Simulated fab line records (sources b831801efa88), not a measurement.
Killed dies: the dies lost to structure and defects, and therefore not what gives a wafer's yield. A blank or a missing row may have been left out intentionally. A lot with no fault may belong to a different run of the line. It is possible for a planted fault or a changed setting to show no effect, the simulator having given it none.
Matching of chambers	flow sky130	4 sister chambers for SKY_CONTACT_CMP_04 on cmp-02
The step polishes SiO2. 14 wafers are shown with their chamber, then 7 later ones without.

## EACH WAFER AND ITS CHAMBER
wafer	chamber	motorCurrentA (A)	slurryFlowMlMin	timeToEndpointS (s)
L747.1	3	12.9	149.5	86
L747.2	0	10.3	151.1	77
L747.4	1	12.4	149.8	83
L751.1	0	10.8	150.1	80
L751.3	3	12.0	150.0	87
L751.6	3	12.8	150.2	82
L752.1	2	12.6	150.6	87
L752.3	1	13.7	149.4	83
L752.5	1	13.1	150.0	83
L753.1	2	12.2	150.6	80
L753.5	1	13.5	150.4	86
L753.6	0	9.8	150.1	82
L764.1	3	12.7	149.7	82
L764.4	0	10.7	150.7	82

SIGNATURES (averages over the wafers above)
reading	chamber 0	chamber 1	chamber 2	chamber 3	scatter within a chamber
motorCurrentA	10.400	13.175	12.400	12.600	0.468
slurryFlowMlMin	150.500	149.900	150.600	149.850	0.391
timeToEndpointS	80.25	83.75	83.50	84.25	2.62
Rule: distance of a wafer from a chamber = root of the sum over the readings of ((wafer's reading minus chamber's mean) / reading's scatter) squared. The wafer belongs to the nearest chamber; if the next one is less than 2 further off, it can't be placed. The scatter: the root of (the sum of the squares of (reading less its chamber's mean) over the shown wafers, divided by (wafers less chambers)).

## WAFERS WHOSE CHAMBER IS MISSING
wafer	motorCurrentA (A)	slurryFlowMlMin	timeToEndpointS (s)
L764.5	10.4	150.9	79
L765.3	12.7	150.1	84
L765.4	12.7	150.1	89
L765.6	13.3	149.7	81
L766.1	13.3	150.3	83
L766.3	12.1	150.3	82
L766.4	12.9	149.4	78

## WHICH CHAMBER EACH WENT THROUGH
wafer	from the rows above	in truth
L764.5	0	0
L765.3	can't be placed: 3 or 1 or 2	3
L765.4	can't be placed: 3 or 1 or 2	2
L765.6	can't be placed: 1 or 3 or 2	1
L766.1	can't be placed: 1 or 3 or 2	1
L766.3	can't be placed: 2 or 3 or 1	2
L766.4	can't be placed: 1 or 3 or 2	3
Placed correctly: 1 of 7. These rows do not allow placing 6 (true chamber among the candidates in 6). Placed wrongly: 0.
